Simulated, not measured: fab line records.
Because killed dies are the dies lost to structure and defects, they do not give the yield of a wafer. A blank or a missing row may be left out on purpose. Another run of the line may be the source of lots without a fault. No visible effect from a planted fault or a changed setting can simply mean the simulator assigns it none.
The tool behind it: which one? :: flow gf180mcu :: 12 lots with 36 wafers sampled at 5 steps, on a route of 602 steps

## WHAT EACH GAUGE READ, for each wafer
GF_TOP_METAL_THK_MEAS_06: measures by xrf. Usual: TOP_METAL_ALCU_THK gives 910 nm (standard deviation 13).
lot: L594
measured: day 27 08:13
on: film-metro-01
TOP_METAL_ALCU_THK (nm): 907 903 908
flag: 

lot: L597
measured: day 28 01:54
on: film-metro-01
TOP_METAL_ALCU_THK (nm): 929 915 929
flag: 

lot: L599
measured: day 28 23:10
on: film-metro-01
TOP_METAL_ALCU_THK (nm): 913 916 921
flag: 

lot: L600
measured: day 29 06:21
on: film-metro-02
TOP_METAL_ALCU_THK (nm): 909 915 917
flag: 

lot: L601
measured: day 29 11:47
on: film-metro-01
TOP_METAL_ALCU_THK (nm): 918 917 931
flag: 

lot: L603
measured: day 30 03:21
on: film-metro-03
TOP_METAL_ALCU_THK (nm): 915 914 917
flag: 

lot: L607
measured: day 31 02:47
on: film-metro-02
TOP_METAL_ALCU_THK (nm): 895 884 892
flag: 

lot: L613
measured: day 32 16:52
on: film-metro-01
TOP_METAL_ALCU_THK (nm): 982 989 976
flag: OFF

lot: L614
measured: day 32 22:44
on: film-metro-01
TOP_METAL_ALCU_THK (nm): 977 976 972
flag: OFF

lot: L615
measured: day 33 02:27
on: film-metro-01
TOP_METAL_ALCU_THK (nm): 906 895 899
flag: 

lot: L616
measured: day 33 06:34
on: film-metro-02
TOP_METAL_ALCU_THK (nm): 925 918 922
flag: 

lot: L617
measured: day 33 12:16
on: film-metro-01
TOP_METAL_ALCU_THK (nm): 921 936 926
flag: 

GF_TOP_METAL_OVL_MEAS_15. Usual: TOP_METAL_OVL gives 1.3 nm (standard deviation 1.5).
lot: L594
measured: day 28 04:04
on: overlay-02
TOP_METAL_OVL (nm): 0.4 1.9 -0.4
flag: 

lot: L597
measured: day 28 21:09
on: overlay-02
TOP_METAL_OVL (nm): 2.3 1.1 2.4
flag: 

lot: L599
measured: day 29 18:30
on: overlay-02
TOP_METAL_OVL (nm): 2.3 2.1 1.4
flag: 

lot: L600
measured: day 30 01:02
on: overlay-01
TOP_METAL_OVL (nm): 0.0 0.4 0.9
flag: 

lot: L601
measured: day 30 06:43
on: overlay-01
TOP_METAL_OVL (nm): -1.5 -0.1 -0.2
flag: 

lot: L603
measured: day 30 21:28
on: overlay-02
TOP_METAL_OVL (nm): -0.8 -0.2 0.8
flag: 

lot: L607
measured: day 31 20:00
on: overlay-02
TOP_METAL_OVL (nm): 0.6 0.6 2.1
flag: 

lot: L613
measured: day 33 08:38
on: overlay-01
TOP_METAL_OVL (nm): 2.3 3.4 3.6
flag: 

lot: L614
measured: day 33 14:18
on: overlay-02
TOP_METAL_OVL (nm): -0.4 -1.2 -1.1
flag: 

lot: L615
measured: day 33 18:14
on: overlay-01
TOP_METAL_OVL (nm): 0.5 -1.5 0.4
flag: 

lot: L616
measured: day 33 21:48
on: overlay-02
TOP_METAL_OVL (nm): 0.1 2.5 1.1
flag: 

lot: L617
measured: day 34 02:54
on: overlay-01
TOP_METAL_OVL (nm): 3.2 0.9 2.2
flag: 

## TOOL THAT RAN EACH LOT (tool first, then ch and the chambers of the sampled wafers, then the start)
lot: L594
GF_V5_ETCH_16: rie-diel-03 ch 2,3, day 27 06:29
GF_TOP_METAL_SPUTTER_01: pvd-sputter-04, day 27 07:58
GF_TOP_METAL_SPUTTER_04: pvd-sputter-04, day 27 08:04

lot: L597
GF_V5_ETCH_16: rie-diel-02 ch 0,1,2, day 28 00:11
GF_TOP_METAL_SPUTTER_01: pvd-sputter-02, day 28 01:40
GF_TOP_METAL_SPUTTER_04: pvd-sputter-02, day 28 01:46

lot: L599
GF_V5_ETCH_16: rie-diel-04 ch 2,3, day 28 21:18
GF_TOP_METAL_SPUTTER_01: pvd-sputter-01, day 28 22:56
GF_TOP_METAL_SPUTTER_04: pvd-sputter-01, day 28 23:01

lot: L600
GF_V5_ETCH_16: rie-diel-03 ch 0,1,3, day 29 04:35
GF_TOP_METAL_SPUTTER_01: pvd-sputter-04, day 29 06:06
GF_TOP_METAL_SPUTTER_04: pvd-sputter-04, day 29 06:11

lot: L601
GF_V5_ETCH_16: rie-diel-03 ch 0,1,3, day 29 10:00
GF_TOP_METAL_SPUTTER_01: pvd-sputter-02, day 29 11:31
GF_TOP_METAL_SPUTTER_04: pvd-sputter-02, day 29 11:37

lot: L603
GF_V5_ETCH_16: rie-diel-03 ch 1,3, day 30 01:37
GF_TOP_METAL_SPUTTER_01: pvd-sputter-02, day 30 03:05
GF_TOP_METAL_SPUTTER_04: pvd-sputter-02, day 30 03:11

lot: L607
GF_V5_ETCH_16: rie-diel-03 ch 1,2,3, day 31 00:57
GF_TOP_METAL_SPUTTER_01: pvd-sputter-01, day 31 02:33
GF_TOP_METAL_SPUTTER_04: pvd-sputter-01, day 31 02:38

lot: L613
GF_V5_ETCH_16: rie-diel-02 ch 1,3, day 32 15:08
GF_TOP_METAL_SPUTTER_01: pvd-sputter-04, day 32 16:37
GF_TOP_METAL_SPUTTER_04: pvd-sputter-04, day 32 16:43

lot: L614
GF_V5_ETCH_16: rie-diel-03 ch 2,3, day 32 20:56
GF_TOP_METAL_SPUTTER_01: pvd-sputter-04, day 32 22:29
GF_TOP_METAL_SPUTTER_04: pvd-sputter-04, day 32 22:35

lot: L615
GF_V5_ETCH_16: rie-diel-04 ch 0,2,3, day 33 00:44
GF_TOP_METAL_SPUTTER_01: pvd-sputter-01, day 33 02:13
GF_TOP_METAL_SPUTTER_04: pvd-sputter-01, day 33 02:18

lot: L616
GF_V5_ETCH_16: rie-diel-03 ch 0,3, day 33 04:50
GF_TOP_METAL_SPUTTER_01: pvd-sputter-04, day 33 06:19
GF_TOP_METAL_SPUTTER_04: pvd-sputter-04, day 33 06:25

lot: L617
GF_V5_ETCH_16: rie-diel-02 ch 0,2,3, day 33 10:32
GF_TOP_METAL_SPUTTER_01: pvd-sputter-04, day 33 12:01
GF_TOP_METAL_SPUTTER_04: pvd-sputter-04, day 33 12:07
- GF_V5_ETCH_16: etches BARC in N2/H2.
- GF_TOP_METAL_SPUTTER_01: material TiN, target thk 30 nm, time 25 s.
- GF_TOP_METAL_SPUTTER_04: material TiN, target thk 25 nm, time 20.8 s.

## WHAT THE TOOLS THEMSELVES READ (means of the sampled wafers that have a number; where no wafer has one, the mark that the record gives instead)
GF_V5_ETCH_16. Usual: drypump-motor-current-A 5.6 A, standard deviation 0.44; oes-product-au 0.854 a.u., standard deviation 0.0047; throttle-valve-pct 13.224 %, standard deviation 0.0092.
lot: L594
tool: rie-diel-03
drypump-motor-current-A (A): 5.2
oes-product-au (a.u.): 0.854
throttle-valve-pct (%): 13.226
flag: 

lot: L597
tool: rie-diel-02
drypump-motor-current-A (A): 5.7
oes-product-au (a.u.): 0.854
throttle-valve-pct (%): 13.233
flag: 

lot: L599
tool: rie-diel-04
drypump-motor-current-A (A): 6.3
oes-product-au (a.u.): 0.857
throttle-valve-pct (%): 13.217
flag: 

lot: L600
tool: rie-diel-03
drypump-motor-current-A (A): 5.6
oes-product-au (a.u.): 0.855
throttle-valve-pct (%): 13.224
flag: 

lot: L601
tool: rie-diel-03
drypump-motor-current-A (A): 5.6
oes-product-au (a.u.): 0.853
throttle-valve-pct (%): 13.229
flag: 

lot: L603
tool: rie-diel-03
drypump-motor-current-A (A): 5.6
oes-product-au (a.u.): 0.858
throttle-valve-pct (%): 13.223
flag: 

lot: L607
tool: rie-diel-03
drypump-motor-current-A (A): 5.6
oes-product-au (a.u.): 0.858
throttle-valve-pct (%): 13.222
flag: 

lot: L613
tool: rie-diel-02
drypump-motor-current-A (A): 5.1
oes-product-au (a.u.): 0.853
throttle-valve-pct (%): 13.226
flag: 

lot: L614
tool: rie-diel-03
drypump-motor-current-A (A): 5.3
oes-product-au (a.u.): 0.853
throttle-valve-pct (%): 13.226
flag: 

lot: L615
tool: rie-diel-04
drypump-motor-current-A (A): 6.1
oes-product-au (a.u.): 0.856
throttle-valve-pct (%): 13.216
flag: 

lot: L616
tool: rie-diel-03
drypump-motor-current-A (A): 5.2
oes-product-au (a.u.): 0.852
throttle-valve-pct (%): 13.225
flag: 

lot: L617
tool: rie-diel-02
drypump-motor-current-A (A): 5.6
oes-product-au (a.u.): 0.856
throttle-valve-pct (%): 13.217
flag: 

GF_TOP_METAL_SPUTTER_01. Usual: cathode-dc-power-W 6500.0 W, standard deviation 1.2; chamber-pressure-pa 0.4001 Pa, standard deviation 0.00081; throttle-valve-pct 30.4 %, standard deviation 0.96.
lot: L594
tool: pvd-sputter-04
cathode-dc-power-W (W): 6499.7
chamber-pressure-pa (Pa): 0.3993
throttle-valve-pct (%): 31.1
flag: 

lot: L597
tool: pvd-sputter-02
cathode-dc-power-W (W): 6500.5
chamber-pressure-pa (Pa): 0.3999
throttle-valve-pct (%): 30.9
flag: 

lot: L599
tool: pvd-sputter-01
cathode-dc-power-W (W): 6499.4
chamber-pressure-pa (Pa): 0.4001
throttle-valve-pct (%): 29.5
flag: 

lot: L600
tool: pvd-sputter-04
cathode-dc-power-W (W): 6498.9
chamber-pressure-pa (Pa): 0.4001
throttle-valve-pct (%): 30.9
flag: 

lot: L601
tool: pvd-sputter-02
cathode-dc-power-W (W): 6500.4
chamber-pressure-pa (Pa): 0.4000
throttle-valve-pct (%): 30.7
flag: 

lot: L603
tool: pvd-sputter-02
cathode-dc-power-W (W): 6500.0
chamber-pressure-pa (Pa): 0.3999
throttle-valve-pct (%): 30.3
flag: 

lot: L607
tool: pvd-sputter-01
cathode-dc-power-W (W): 6500.7
chamber-pressure-pa (Pa): 0.3994
throttle-valve-pct (%): 30.2
flag: 

lot: L613
tool: pvd-sputter-04
cathode-dc-power-W (W): 6498.9
chamber-pressure-pa (Pa): 0.4000
throttle-valve-pct (%): 30.8
flag: 

lot: L614
tool: pvd-sputter-04
cathode-dc-power-W (W): 6499.6
chamber-pressure-pa (Pa): 0.4003
throttle-valve-pct (%): 30.6
flag: 

lot: L615
tool: pvd-sputter-01
cathode-dc-power-W (W): 6499.8
chamber-pressure-pa (Pa): 0.4007
throttle-valve-pct (%): 28.5
flag: 

lot: L616
tool: pvd-sputter-04
cathode-dc-power-W (W): 6498.8
chamber-pressure-pa (Pa): 0.4003
throttle-valve-pct (%): 31.1
flag: 

lot: L617
tool: pvd-sputter-04
cathode-dc-power-W (W): 6500.4
chamber-pressure-pa (Pa): 0.4002
throttle-valve-pct (%): 30.7
flag: 

GF_TOP_METAL_SPUTTER_04. Usual: cathode-dc-power-W 6499.9 W, standard deviation 1.2; chamber-pressure-pa 0.4001 Pa, standard deviation 0.00081; throttle-valve-pct 30.4 %, standard deviation 0.95.
lot: L594
tool: pvd-sputter-04
cathode-dc-power-W (W): 6499.7
chamber-pressure-pa (Pa): 0.4004
throttle-valve-pct (%): 31.3
flag: 

lot: L597
tool: pvd-sputter-02
cathode-dc-power-W (W): 6499.4
chamber-pressure-pa (Pa): 0.4001
throttle-valve-pct (%): 31.1
flag: 

lot: L599
tool: pvd-sputter-01
cathode-dc-power-W (W): 6499.7
chamber-pressure-pa (Pa): 0.4003
throttle-valve-pct (%): 29.4
flag: 

lot: L600
tool: pvd-sputter-04
cathode-dc-power-W (W): 6500.7
chamber-pressure-pa (Pa): 0.3990
throttle-valve-pct (%): 30.8
flag: 

lot: L601
tool: pvd-sputter-02
cathode-dc-power-W (W): 6500.8
chamber-pressure-pa (Pa): 0.4007
throttle-valve-pct (%): 30.6
flag: 

lot: L603
tool: pvd-sputter-02
cathode-dc-power-W (W): 6499.2
chamber-pressure-pa (Pa): 0.3997
throttle-valve-pct (%): 30.2
flag: 

lot: L607
tool: pvd-sputter-01
cathode-dc-power-W (W): 6501.2
chamber-pressure-pa (Pa): 0.3988
throttle-valve-pct (%): 30.2
flag: 

lot: L613
tool: pvd-sputter-04
cathode-dc-power-W (W): -
chamber-pressure-pa (Pa): -
throttle-valve-pct (%): -
flag: OFF

lot: L614
tool: pvd-sputter-04
cathode-dc-power-W (W): -
chamber-pressure-pa (Pa): -
throttle-valve-pct (%): -
flag: OFF

lot: L615
tool: pvd-sputter-01
cathode-dc-power-W (W): 6498.9
chamber-pressure-pa (Pa): 0.4004
throttle-valve-pct (%): 28.6
flag: 

lot: L616
tool: pvd-sputter-04
cathode-dc-power-W (W): 6500.4
chamber-pressure-pa (Pa): 0.4001
throttle-valve-pct (%): 31.2
flag: 

lot: L617
tool: pvd-sputter-04
cathode-dc-power-W (W): 6501.2
chamber-pressure-pa (Pa): 0.4002
throttle-valve-pct (%): 30.6
flag: 

## THE ANSWER, worked out from the rows above alone
Rule: a lot is off if the mean of its wafers that have a number lies more than 3 standard deviations from the usual mean. Also off: a lot with no number at a reading for which 4 or more lots have one. The other lots that the step has rows for count as sound. The gauges are gone through in route order, then the tools' own readings, and for those a lot's mean is taken as printed above. The first step at which some lot is off is used, and at that step the reading that is off furthest; a lot without a number counts as furthest.
Off: at GF_TOP_METAL_THK_MEAS_06 (TOP_METAL_ALCU_THK), L613, L614.
If a tool, at a process step before that reading, ran all the lots that are off and no sound lot after the first of them, it fits. Not tried: the gauges at GF_TOP_METAL_THK_MEAS_06; whatever is off there is also off at GF_TOP_METAL_SPUTTER_04, on other tools, and gauge error can't account for it. None of those tried fits.

## WHAT THE SIMULATOR HAD PUT IN
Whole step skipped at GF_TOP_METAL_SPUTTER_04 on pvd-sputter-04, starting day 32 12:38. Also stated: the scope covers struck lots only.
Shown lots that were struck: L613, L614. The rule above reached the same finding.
